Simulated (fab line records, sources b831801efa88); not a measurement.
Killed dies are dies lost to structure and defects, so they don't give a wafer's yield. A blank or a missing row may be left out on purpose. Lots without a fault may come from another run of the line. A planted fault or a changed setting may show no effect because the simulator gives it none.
Which tool did it? | flow gf180mcu | 11 lots, 33 wafers sampled, at 3 steps of a route of 602

WHAT THE GAUGES READ, wafer by wafer
GF_V3_BOW_MEAS_05.
lot  | measured     | on            | V3_BOW (um)
L762 | day 21 13:05 | film_metro-01 | 122 111 111
L765 | day 22 19:01 | film_metro-02 | 118 110 122
L766 | day 23 00:30 | film_metro-01 | 104 107 107
L767 | day 23 14:10 | film_metro-03 | 116 102 108
L768 | day 23 22:44 | film_metro-01 | 123 114 119
L770 | day 24 10:43 | film_metro-01 | 113 107 97
L771 | day 24 20:56 | film_metro-01 | 118 122 119
L773 | day 25 12:10 | film_metro-03 | 94 103 106
L775 | day 26 03:43 | film_metro-03 | 110 113 108
L780 | day 27 13:49 | film_metro-02 | 85 100 101
L782 | day 28 01:42 | film_metro-02 | 124 122 121

GF_V3_THK_MEAS_25: measures by xrf.
lot  | measured     | on            | V3_W_THK (nm)
L762 | day 22 13:37 | film_metro-02 | 352 355 352
L765 | day 23 18:50 | film_metro-02 | 349 350 350
L766 | day 24 00:08 | film_metro-02 | 354 347 352
L767 | day 24 13:27 | film_metro-01 | 345 346 346
L768 | day 24 21:59 | film_metro-03 | 342 350 344
L770 | day 25 10:23 | film_metro-02 | 350 354 352
L771 | day 25 19:21 | film_metro-03 | 360 347 349
L773 | day 26 10:47 | film_metro-02 | 357 356 355
L775 | day 27 01:50 | film_metro-01 | 345 347 346
L780 | day 28 10:26 | film_metro-02 | 355 356 354
L782 | day 28 21:59 | film_metro-03 | 338 336 346

GF_M4_RS_MEAS_05: measures by four-point-probe.
lot  | measured     | on            | M4_ALCU_RS (ohm/sq)
L762 | day 22 14:13 | film_metro-02 | 0.0692 0.0701 0.0703
L765 | day 23 19:25 | film_metro-01 | 0.0699 0.0701 0.0703
L766 | day 24 00:43 | film_metro-02 | 0.0697 0.0702 0.0693
L767 | day 24 14:04 | film_metro-02 | 0.0706 0.0691 0.0699
L768 | day 24 22:35 | film_metro-02 | 0.0692 0.0695 0.0691
L770 | day 25 10:59 | film_metro-04 | 0.0680 0.0691 0.0692
L771 | day 25 19:56 | film_metro-04 | 0.0701 0.0708 0.0700
L773 | day 26 11:23 | film_metro-01 | 0.0698 0.0697 0.0692
L775 | day 27 02:26 | film_metro-04 | 0.0698 0.0692 0.0694
L780 | day 28 11:02 | film_metro-01 | 0.0704 0.0711 0.0707
L782 | day 28 22:34 | film_metro-02 | 0.0698 0.0700 0.0694

WHICH TOOL RAN EACH LOT (tool, then ch and the chambers of the sampled wafers, then the start)
The record holds no process step before these readings.

WHAT THE TOOLS THEMSELVES READ (means of the sampled wafers that have a number; where no wafer has one, the mark that the record gives instead)
The record holds no such reading with a usual standard deviation.

THE ANSWER, worked out from the rows above alone
Rule: what is usual is taken from the lots themselves. Put in order of their means at a reading, lots are off if they are a third of the lots or fewer, leave a main group of 4 or more, and stand apart from it by a gap of 3 or more times the standard deviation of the main group's means; of several such gaps the widest counts. A main group whose means are all the same, to the digits that the tables above print for the reading, isn't used. A lot without any number at a reading at which 4 lots or more have one is off too. The other lots that the step has rows for count as sound. The gauges are gone through in route order, then the tools' own readings, and for those a lot's mean is taken as printed above. The first step at which some lot is off is used, and at that step the reading that is off furthest; a lot without a number counts as furthest.
No lot is off at any reading shown: from this, nothing can be told.

WHAT THE SIMULATOR HAD PUT IN
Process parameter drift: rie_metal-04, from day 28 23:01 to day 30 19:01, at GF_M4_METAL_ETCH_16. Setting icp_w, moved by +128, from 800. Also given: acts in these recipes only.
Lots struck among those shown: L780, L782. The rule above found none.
